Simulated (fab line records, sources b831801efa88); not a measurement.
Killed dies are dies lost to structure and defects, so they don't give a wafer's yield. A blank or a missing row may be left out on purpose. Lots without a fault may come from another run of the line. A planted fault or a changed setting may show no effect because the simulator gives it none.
Problem report in the 8D (eight disciplines) form, filled by code | flow sky130 | the parts of the form that need people (team, actions taken, sign-off) are left out

1. THE PROBLEM
rf_fwd_power_W at SKY_CONTACT_ETCH_18 reads a mean of 497.1 W on 6 wafers of 2 lots; wafers without a fault read 592.9 W with a standard deviation of 2.6. That is -37 standard deviations from the usual mean.
The step: etches Si3N4 in CHF3/O2, stops on TiN, time 39 s, target depth 75 nm.
First seen on wafer L268.2, day 35 11:00, on rie_diel-03. The record holds 39 wafers of 13 lots with a number at this step. Rule for "out", or "out of limits": more than 4 standard deviations from the usual mean. The other wafers with a number count as sound.

2. WHAT IT IS AND WHAT IT IS NOT
question                    | is                     | is not
which readings at this step | rf_fwd_power_W         | drypump_motor_current_A, throttle_valve_pct
which lots                  | L268, L271             | L258, L259, L261, L262, L270, L272, L273, L275, L276, L278, L281
which wafers of those lots  | all that have a number | -
read on which tools         | rie_diel-03            | rie_diel-01, rie_diel-02
when                        | from day 35 11:00      | up to then (12 sound wafers); but 21 sound wafers of L270, L272, L273, L275, L276, L278, L281 came after

3. SUSPECTS, AND WHAT RULES EACH OUT
Counting: a tool at a process step up to the reading stays a suspect if it ran every lot that is out and no sound lot after the first of them.
- rie_diel-03 at SKY_CONTACT_ETCH_18 (etches Si3N4 in CHF3/O2, stops on TiN, time 39 s, target depth 75 nm): ruled out as a lasting fault. Sound lots L281 ran on it after its first lot that is out, L268 (day 35 11:00).
Left after counting: nothing in the record.

4. THE CAUSE (what the simulator had put in)
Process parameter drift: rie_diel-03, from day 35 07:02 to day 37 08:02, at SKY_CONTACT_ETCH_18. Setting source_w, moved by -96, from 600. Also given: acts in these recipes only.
Counting ruled it out, wrongly.

5. THE CHAIN OF EFFECTS, in route order
Each row: a reading whose mean over the struck wafers that have a number lies more than 3 standard deviations from the usual. Only readings for which the record gives a usual standard deviation are gone through. hours: the time from each lot's start at the first step in this table that gives one to its start at this step, as a median over the lots. sigmas: the change in usual standard deviations.
hours | step                | reading        | usual   | on struck wafers | change | sigmas
0     | SKY_CONTACT_ETCH_18 | rf_fwd_power_W | 592.9 W | 497.1            | -95.8  | -37
The process steps in it:
- SKY_CONTACT_ETCH_18: etches Si3N4 in CHF3/O2, stops on TiN, time 39 s, target depth 75 nm.
Later measuring or inspecting steps at which every struck wafer that the step has a row for has a number for every such reading, and none has moved that far: SKY_METAL4_OVL_MEAS_14.

6. WHAT WOULD HAVE CAUGHT IT SOONER
In this record the first reading out of limits was taken at day 35 11:00, 4 hours after the fault began at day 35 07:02.
